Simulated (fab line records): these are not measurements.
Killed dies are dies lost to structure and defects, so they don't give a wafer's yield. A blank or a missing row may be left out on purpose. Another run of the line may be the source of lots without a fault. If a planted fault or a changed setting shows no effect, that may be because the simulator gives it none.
fab line records :: flow sky130 :: part 2 of 2: steps 29 to 41 of 41
record:
  lots: 5
  wafers: 15
  lastDay: 49
route steps=708 shown POLY_GATE@230 LDD_N@237 LDD_P@255 LDD_HVN@267
lots that met no fault: taken from a fault-free run of the same line
startH: hours from the record's first day to the start of the lot's first wafer shown :: waitH: hours since the lot's step before :: " as in the row above :: L1.1+2: one row covering several wafers at once :: - no value, or no start was given :: * or withheld: withheld :: < > ~ a bound
route shown NAME@n: names a module that has steps shown in the file, with the first one's number in the route :: usual: the fault-free wafers' mean and standard deviation :: same: alike in all rows :: chamber/n: place in a boat :: sites: the reading at each site :: _std_site: how widely they spread, as a standard deviation :: _edge_site: outer sites' mean less inner sites' :: radiusMm: for every site, how far away it sits from the centre of the wafer :: mask NAME#n: copy n :: behind: tool/chamber where the wafer was last shaped :: hold: why the lot went on hold/how many hours it stayed there/how the hold came to an end :: device: which transistor (n, p or np) failed to switch :: end of line: tests of these same wafers at the route's end :: where a step has no rows: the recipe by itself :: killed: count of dies lost to structure and defects at first sort (not the wafer's yield) :: map: the dies of a wafer, with x for killed, . for not killed, _ for no die there
set.NAME: the setting as run; set.NAME@STEP: as run at that earlier step :: model.NAME: the simulator's own value behind a step, which no gauge read
certain route steps with their lots: each step a table, each wafer a row
services: from which hour (startH, from the record's first day; less than 0 if before it) a tool's chamber was out of use, for how many hours, and why
== steps ==
step: SKY_LDD_P_SOFTBAKE_03
recipe:
  tempC: 90
  timeS: 60
  resist: NOVOLAK
lot.wafer: L075.2+5+6
tool: lithoTrack-02
chamber: 0
startH: 421.05
waitH: 0.1

lot.wafer: L076.1+2+5
tool: lithoTrack-03
chamber: 0
startH: 476.28
waitH: 0.1

lot.wafer: L081.1+3+4
tool: lithoTrack-02
chamber: 0
startH: 480.17
waitH: 0.1

lot.wafer: L082.1+2+5
tool: lithoTrack-04
chamber: 0
startH: 494.74
waitH: 0.1

lot.wafer: L093.2+3+5
tool: lithoTrack-02
chamber: 0
startH: 591.50
waitH: 0.1
step: SKY_LDD_P_EXPOSE_04
recipe:
  maskId: PSDM
  na: 0.6
  sourceShape: conventional
  sigmaOuter: 0.6
  polarization: unpolarized
  targetCdNm: 380
  doseMj: 138
usual:
  stageVelMmS: 500.04/0.25
lot.wafer: L075.2
tool: ilineStepper-02
chamber: 0
startH: -
waitH: -
mask: PSDM#0
stageVelMmS: 500.58

lot.wafer: L075.5
tool: ilineStepper-02
chamber: 0
startH: -
waitH: -
mask: PSDM#0
stageVelMmS: 500.61

lot.wafer: L075.6
tool: ilineStepper-02
chamber: 0
startH: -
waitH: -
mask: PSDM#0
stageVelMmS: 500.18

lot.wafer: L076.1
tool: ilineStepper-02
chamber: 0
startH: -
waitH: -
mask: PSDM#0
stageVelMmS: 500.24

lot.wafer: L076.2
tool: ilineStepper-02
chamber: 0
startH: -
waitH: -
mask: PSDM#0
stageVelMmS: 500.00

lot.wafer: L076.5
tool: ilineStepper-02
chamber: 0
startH: -
waitH: -
mask: PSDM#0
stageVelMmS: 500.13

lot.wafer: L081.1
tool: ilineStepper-02
chamber: 0
startH: -
waitH: -
mask: PSDM#0
stageVelMmS: 500.03

lot.wafer: L081.3
tool: ilineStepper-02
chamber: 0
startH: -
waitH: -
mask: PSDM#0
stageVelMmS: 499.94

lot.wafer: L081.4
tool: ilineStepper-02
chamber: 0
startH: -
waitH: -
mask: PSDM#0
stageVelMmS: 499.93

lot.wafer: L082.1
tool: ilineStepper-02
chamber: 0
startH: -
waitH: -
mask: PSDM#0
stageVelMmS: 500.10

lot.wafer: L082.2
tool: ilineStepper-02
chamber: 0
startH: -
waitH: -
mask: PSDM#0
stageVelMmS: 500.13

lot.wafer: L082.5
tool: ilineStepper-02
chamber: 0
startH: -
waitH: -
mask: PSDM#0
stageVelMmS: 499.82

lot.wafer: L093.2
tool: ilineStepper-02
chamber: 0
startH: -
waitH: -
mask: PSDM#0
stageVelMmS: 499.57

lot.wafer: L093.3
tool: ilineStepper-02
chamber: 0
startH: -
waitH: -
mask: PSDM#0
stageVelMmS: 499.68

lot.wafer: L093.5
tool: ilineStepper-02
chamber: 0
startH: -
waitH: -
mask: PSDM#0
stageVelMmS: 499.72
step: SKY_LDD_P_PEB_05
recipe:
  tempC: withheld
  timeS: *
  resist: NOVOLAK
lot.wafer: L075.2+5+6
tool: lithoTrack-04
chamber: 0
startH: -
waitH: -

lot.wafer: L076.1+2+5
tool: lithoTrack-02
chamber: 0
startH: -
waitH: -

lot.wafer: L081.1+3+4
tool: lithoTrack-04
chamber: 0
startH: -
waitH: -

lot.wafer: L082.1+2+5
tool: lithoTrack-02
chamber: 0
startH: -
waitH: -

lot.wafer: L093.2+3+5
tool: lithoTrack-03
chamber: 0
startH: -
waitH: -
step: SKY_LDD_P_DEVELOP_06
recipe:
  resist: NOVOLAK
  developer: TMAH
  developTimeS: 60
  devTempC: 23
lot.wafer: L075.2+5+6
tool: lithoTrack-04
chamber: 0
startH: 435.52
waitH: 0.1

lot.wafer: L076.1+2+5
tool: lithoTrack-02
chamber: 0
startH: 491.27
waitH: 0.1

lot.wafer: L081.1+3+4
tool: lithoTrack-04
chamber: 0
startH: 495.04
waitH: 0.1

lot.wafer: L082.1+2+5
tool: lithoTrack-02
chamber: 0
startH: 510.67
waitH: 0.1

lot.wafer: L093.2+3+5
tool: lithoTrack-03
chamber: 0
startH: 606.76
waitH: 0.1
step: SKY_LDD_P_CD_MEAS_07
recipe:
  targetCdNm: 380
usual:
  cdNm: 380.8/2.3
lot.wafer: L075.2
tool: cdSem-02
chamber: -
startH: 435.66
waitH: 0.1
cdNm: 378.1

lot.wafer: L075.5
tool: cdSem-02
chamber: -
startH: 435.66
waitH: 0.1
cdNm: 380.4

lot.wafer: L075.6
tool: cdSem-02
chamber: -
startH: 435.66
waitH: 0.1
cdNm: 380.1

lot.wafer: L076.1
tool: cdSem-01
chamber: -
startH: 491.42
waitH: 0.1
cdNm: 382.2

lot.wafer: L076.2
tool: cdSem-01
chamber: -
startH: 491.42
waitH: 0.1
cdNm: 378.8

lot.wafer: L076.5
tool: cdSem-01
chamber: -
startH: 491.42
waitH: 0.1
cdNm: 380.3

lot.wafer: L081.1
tool: cdSem-02
chamber: -
startH: 495.19
waitH: 0.1
cdNm: 377.4

lot.wafer: L081.3
tool: cdSem-02
chamber: -
startH: 495.19
waitH: 0.1
cdNm: 380.5

lot.wafer: L081.4
tool: cdSem-02
chamber: -
startH: 495.19
waitH: 0.1
cdNm: 376.7

lot.wafer: L082.1
tool: cdSem-01
chamber: -
startH: 510.82
waitH: 0.1
cdNm: 380.8

lot.wafer: L082.2
tool: cdSem-01
chamber: -
startH: 510.82
waitH: 0.1
cdNm: 376.5

lot.wafer: L082.5
tool: cdSem-01
chamber: -
startH: 510.82
waitH: 0.1
cdNm: 381.3

lot.wafer: L093.2
tool: cdSem-02
chamber: -
startH: 606.90
waitH: 0.1
cdNm: 382.3

lot.wafer: L093.3
tool: cdSem-02
chamber: -
startH: 606.90
waitH: 0.1
cdNm: 382.3

lot.wafer: L093.5
tool: cdSem-02
chamber: -
startH: 606.90
waitH: 0.1
cdNm: 381.4
step: SKY_LDD_P_OVL_MEAS_08
usual:
  LDD_P_OVL: 1.3/1.4
lot.wafer: L075.2
tool: overlay-02
chamber: -
startH: 435.77
waitH: 0.1
LDD_P_OVL[nm]: 2.4

lot.wafer: L075.5
tool: overlay-02
chamber: -
startH: 435.77
waitH: 0.1
LDD_P_OVL[nm]: 1.6

lot.wafer: L075.6
tool: overlay-02
chamber: -
startH: 435.77
waitH: 0.1
LDD_P_OVL[nm]: 2.5

lot.wafer: L076.1
tool: overlay-02
chamber: -
startH: 491.54
waitH: 0.1
LDD_P_OVL[nm]: 2.8

lot.wafer: L076.2
tool: overlay-02
chamber: -
startH: 491.54
waitH: 0.1
LDD_P_OVL[nm]: 2.6

lot.wafer: L076.5
tool: overlay-02
chamber: -
startH: 491.54
waitH: 0.1
LDD_P_OVL[nm]: 1.4

lot.wafer: L081.1
tool: overlay-01
chamber: -
startH: 495.31
waitH: 0.1
LDD_P_OVL[nm]: 1.2

lot.wafer: L081.3
tool: overlay-01
chamber: -
startH: 495.31
waitH: 0.1
LDD_P_OVL[nm]: 0.2

lot.wafer: L081.4
tool: overlay-01
chamber: -
startH: 495.31
waitH: 0.1
LDD_P_OVL[nm]: 0.2

lot.wafer: L082.1
tool: overlay-01
chamber: -
startH: 510.94
waitH: 0.1
LDD_P_OVL[nm]: 1.9

lot.wafer: L082.2
tool: overlay-01
chamber: -
startH: 510.94
waitH: 0.1
LDD_P_OVL[nm]: -0.3

lot.wafer: L082.5
tool: overlay-01
chamber: -
startH: 510.94
waitH: 0.1
LDD_P_OVL[nm]: 0.1

lot.wafer: L093.2
tool: overlay-01
chamber: -
startH: 607.01
waitH: 0.1
LDD_P_OVL[nm]: 0.5

lot.wafer: L093.3
tool: overlay-01
chamber: -
startH: 607.01
waitH: 0.1
LDD_P_OVL[nm]: 0.5

lot.wafer: L093.5
tool: overlay-01
chamber: -
startH: 607.01
waitH: 0.1
LDD_P_OVL[nm]: 0.1
step: SKY_LDD_P_IMPLANT_09
recipe:
  species: BF2
  energyKev: 25
  doseCm2: 1e+13
  tiltDeg: withheld
lot.wafer: L075.2+5+6
tool: implanter-01
chamber: 0
startH: 435.83
waitH: 0.0

lot.wafer: L076.1+2+5
tool: implanter-04
chamber: 0
startH: 491.58
waitH: 0.0

lot.wafer: L081.1+3+4
tool: implanter-02
chamber: 0
startH: 495.35
waitH: 0.0

lot.wafer: L082.1+2+5
tool: implanter-02
chamber: 0
startH: 510.98
waitH: 0.0

lot.wafer: L093.2+3+5
tool: implanter-02
chamber: 0
startH: 607.06
waitH: 0.0
step: SKY_LDD_P_STRIP_10
recipe:
  chemistry: O2/N2
  powerW: 1400
  pressureMtorr: 1500
  platenTempC: withheld
  o2FlowSccm: 3000
  n2FlowSccm: 300
  overashFraction: 0.5
usual:
  drypumpMotorCurrentA: 5.7/0.4
  oesProductAu: 0.716/0.0049
  stripTimeToEndpointS: 14.19/0.032
lot.wafer: L075.2
tool: plasmaAsher-04
chamber: 1
startH: 435.95
waitH: 0.1
drypumpMotorCurrentA: 5.5
oesProductAu: 0.716
rfHoursCounterH: 60
stripTimeToEndpointS: 14.20

lot.wafer: L075.5
tool: plasmaAsher-04
chamber: 0
startH: 435.95
waitH: 0.1
drypumpMotorCurrentA: 6.4
oesProductAu: 0.711
rfHoursCounterH: -
stripTimeToEndpointS: 14.18

lot.wafer: L075.6
tool: plasmaAsher-04
chamber: 1
startH: 435.95
waitH: 0.1
drypumpMotorCurrentA: 5.5
oesProductAu: 0.711
rfHoursCounterH: -
stripTimeToEndpointS: 14.20

lot.wafer: L076.1
tool: plasmaAsher-03
chamber: 0
startH: 491.73
waitH: 0.1
drypumpMotorCurrentA: 5.6
oesProductAu: 0.717
rfHoursCounterH: 80
stripTimeToEndpointS: 14.20

lot.wafer: L076.2
tool: plasmaAsher-03
chamber: 1
startH: 491.73
waitH: 0.1
drypumpMotorCurrentA: 5.8
oesProductAu: 0.727
rfHoursCounterH: 80
stripTimeToEndpointS: 14.20

lot.wafer: L076.5
tool: plasmaAsher-03
chamber: 0
startH: 491.73
waitH: 0.1
drypumpMotorCurrentA: 5.6
oesProductAu: 0.723
rfHoursCounterH: -
stripTimeToEndpointS: 14.19

lot.wafer: L081.1
tool: plasmaAsher-04
chamber: 0
startH: 495.50
waitH: 0.1
drypumpMotorCurrentA: 6.4
oesProductAu: 0.714
rfHoursCounterH: 67
stripTimeToEndpointS: 14.16

lot.wafer: L081.3
tool: plasmaAsher-04
chamber: 1
startH: 495.50
waitH: 0.1
drypumpMotorCurrentA: 5.4
oesProductAu: 0.720
rfHoursCounterH: -
stripTimeToEndpointS: 14.18

lot.wafer: L081.4
tool: plasmaAsher-04
chamber: 0
startH: 495.50
waitH: 0.1
drypumpMotorCurrentA: 6.4
oesProductAu: 0.721
rfHoursCounterH: -
stripTimeToEndpointS: 14.20

lot.wafer: L082.1
tool: plasmaAsher-03
chamber: 1
startH: 511.13
waitH: 0.1
drypumpMotorCurrentA: 5.8
oesProductAu: 0.716
rfHoursCounterH: 82
stripTimeToEndpointS: 14.23

lot.wafer: L082.2
tool: plasmaAsher-03
chamber: 0
startH: 511.13
waitH: 0.1
drypumpMotorCurrentA: 5.6
oesProductAu: 0.723
rfHoursCounterH: 82
stripTimeToEndpointS: 14.24

lot.wafer: L082.5
tool: plasmaAsher-03
chamber: 1
startH: 511.13
waitH: 0.1
drypumpMotorCurrentA: 5.8
oesProductAu: 0.715
rfHoursCounterH: -
stripTimeToEndpointS: 14.21

lot.wafer: L093.2
tool: plasmaAsher-02
chamber: 0
startH: 607.19
waitH: 0.1
drypumpMotorCurrentA: 5.1
oesProductAu: 0.714
rfHoursCounterH: 46
stripTimeToEndpointS: 14.17

lot.wafer: L093.3
tool: plasmaAsher-02
chamber: 0
startH: 607.19
waitH: 0.1
drypumpMotorCurrentA: 5.1
oesProductAu: 0.722
rfHoursCounterH: -
stripTimeToEndpointS: 14.11

lot.wafer: L093.5
tool: plasmaAsher-02
chamber: 0
startH: 607.19
waitH: 0.1
drypumpMotorCurrentA: 5.1
oesProductAu: 0.716
rfHoursCounterH: -
stripTimeToEndpointS: 14.18
step: SKY_LDD_P_TW_MEAS_11
usual:
  LDD_P_TW: 631/6.1
lot.wafer: L075.2
tool: filmMetro-04
chamber: -
startH: 436.06
waitH: 0.1
LDD_P_TW: 623

lot.wafer: L075.5
tool: filmMetro-04
chamber: -
startH: 436.06
waitH: 0.1
LDD_P_TW: 623

lot.wafer: L075.6
tool: filmMetro-04
chamber: -
startH: 436.06
waitH: 0.1
LDD_P_TW: 625

lot.wafer: L076.1
tool: filmMetro-03
chamber: -
startH: 491.83
waitH: 0.1
LDD_P_TW: 628

lot.wafer: L076.2
tool: filmMetro-03
chamber: -
startH: 491.83
waitH: 0.1
LDD_P_TW: 627

lot.wafer: L076.5
tool: filmMetro-03
chamber: -
startH: 491.83
waitH: 0.1
LDD_P_TW: 631

lot.wafer: L081.1
tool: filmMetro-01
chamber: -
startH: 495.60
waitH: 0.1
LDD_P_TW: 644

lot.wafer: L081.3
tool: filmMetro-01
chamber: -
startH: 495.60
waitH: 0.1
LDD_P_TW: 640

lot.wafer: L081.4
tool: filmMetro-01
chamber: -
startH: 495.60
waitH: 0.1
LDD_P_TW: 641

lot.wafer: L082.1
tool: filmMetro-03
chamber: -
startH: 511.23
waitH: 0.1
LDD_P_TW: 625

lot.wafer: L082.2
tool: filmMetro-03
chamber: -
startH: 511.23
waitH: 0.1
LDD_P_TW: 625

lot.wafer: L082.5
tool: filmMetro-03
chamber: -
startH: 511.23
waitH: 0.1
LDD_P_TW: 626

lot.wafer: L093.2
tool: filmMetro-04
chamber: -
startH: 607.30
waitH: 0.1
LDD_P_TW: 628

lot.wafer: L093.3
tool: filmMetro-04
chamber: -
startH: 607.30
waitH: 0.1
LDD_P_TW: 628

lot.wafer: L093.5
tool: filmMetro-04
chamber: -
startH: 607.30
waitH: 0.1
LDD_P_TW: 627
step: SKY_LDD_HVN_DEHYDRATE_00
recipe:
  tempC: 200
  timeS: 60
lot.wafer: L075.2+5+6
tool: lithoTrack-04
chamber: 0
startH: 450.67
waitH: 14.6

lot.wafer: L076.1+2+5
tool: lithoTrack-01
chamber: 0
startH: 506.50
waitH: 14.7

lot.wafer: L081.1+3+4
tool: lithoTrack-01
chamber: 0
startH: 510.70
waitH: 15.1

lot.wafer: L082.1+2+5
tool: lithoTrack-04
chamber: 0
startH: 525.69
waitH: 14.5

lot.wafer: L093.2+3+5
tool: lithoTrack-04
chamber: 0
startH: 620.57
waitH: 13.3
step: SKY_LDD_HVN_HMDS_01
recipe:
  primeTimeS: 60
  primeTempC: 120
lot.wafer: L075.2+5+6
tool: lithoTrack-04
chamber: 0
startH: 450.82
waitH: 0.1

lot.wafer: L076.1+2+5
tool: lithoTrack-01
chamber: 0
startH: 506.65
waitH: 0.1

lot.wafer: L081.1+3+4
tool: lithoTrack-01
chamber: 0
startH: 510.85
waitH: 0.1

lot.wafer: L082.1+2+5
tool: lithoTrack-04
chamber: 0
startH: 525.84
waitH: 0.1

lot.wafer: L093.2+3+5
tool: lithoTrack-04
chamber: 0
startH: 620.72
waitH: 0.1
step: SKY_LDD_HVN_COAT_02
recipe:
  resist: NOVOLAK
  spinRpm: 3000
  resistThkNm: 300
lot.wafer: L075.2+5+6
tool: lithoTrack-04
chamber: 0
startH: 450.97
waitH: 0.1

lot.wafer: L076.1+2+5
tool: lithoTrack-01
chamber: 0
startH: 506.80
waitH: 0.1

lot.wafer: L081.1+3+4
tool: lithoTrack-01
chamber: 0
startH: 511.00
waitH: 0.1

lot.wafer: L082.1+2+5
tool: lithoTrack-04
chamber: 0
startH: 525.99
waitH: 0.1

lot.wafer: L093.2+3+5
tool: lithoTrack-04
chamber: 0
startH: 620.87
waitH: 0.1
step: SKY_LDD_HVN_SOFTBAKE_03
recipe:
  tempC: 90
  timeS: 60
  resist: NOVOLAK
lot.wafer: L075.2+5+6
tool: lithoTrack-04
chamber: 0
startH: 451.12
waitH: 0.1

lot.wafer: L076.1+2+5
tool: lithoTrack-01
chamber: 0
startH: 506.95
waitH: 0.1

lot.wafer: L081.1+3+4
tool: lithoTrack-01
chamber: 0
startH: 511.15
waitH: 0.1

lot.wafer: L082.1+2+5
tool: lithoTrack-04
chamber: 0
startH: 526.14
waitH: 0.1

lot.wafer: L093.2+3+5
tool: lithoTrack-04
chamber: 0
startH: 621.02
waitH: 0.1
== services ==
tool: plasmaAsher-02
chamber: -
startH: 347.39
hours: 0.9
kind: repair

tool: plasmaAsher-02
chamber: -
startH: 350.72
hours: 3.0
kind: repair

tool: implanter-04
chamber: -
startH: 352.78
hours: 5.4
kind: repair

tool: implanter-03
chamber: -
startH: 362.13
hours: 0.9
kind: repair

tool: plasmaAsher-04
chamber: -
startH: 365.08
hours: 2.8
kind: pm

tool: rieDiel-03
chamber: 2
startH: 373.73
hours: 22.5
kind: repair

tool: rieDiel-03
chamber: -
startH: 378.95
hours: 14.6
kind: pm

tool: implanter-01
chamber: -
startH: 385.37
hours: 2.5
kind: pm

tool: rieSi-01
chamber: 3
startH: 392.34
hours: 2.1
kind: repair

tool: rieDiel-03
chamber: 3
startH: 394.39
hours: 5.9
kind: repair

tool: rieSi-01
chamber: 0
startH: 423.59
hours: 5.5
kind: repair

tool: plasmaAsher-03
chamber: -
startH: 433.44
hours: 14.6
kind: pm

tool: plasmaAsher-02
chamber: -
startH: 456.58
hours: 4.3
kind: pm

tool: furnace-02
chamber: -
startH: 470.03
hours: 3.5
kind: pm

tool: implanter-03
chamber: -
startH: 474.22
hours: 3.8
kind: pm

tool: implanter-03
chamber: -
startH: 478.00
hours: 6.6
kind: pm

tool: plasmaAsher-02
chamber: -
startH: 482.53
hours: 8.7
kind: repair

tool: rieDiel-03
chamber: -
startH: 485.90
hours: 2.8
kind: pm

tool: furnace-02
chamber: -
startH: 525.07
hours: 3.3
kind: pm

tool: rieSi-01
chamber: 0
startH: 549.30
hours: 20.9
kind: repair

tool: plasmaAsher-02
chamber: -
startH: 550.15
hours: 2.8
kind: pm

tool: plasmaAsher-02
chamber: -
startH: 562.79
hours: 19.4
kind: pm

tool: implanter-04
chamber: -
startH: 593.25
hours: 0.5
kind: repair

tool: ilineStepper-02
chamber: -
startH: 618.20
hours: 9.8
kind: repair
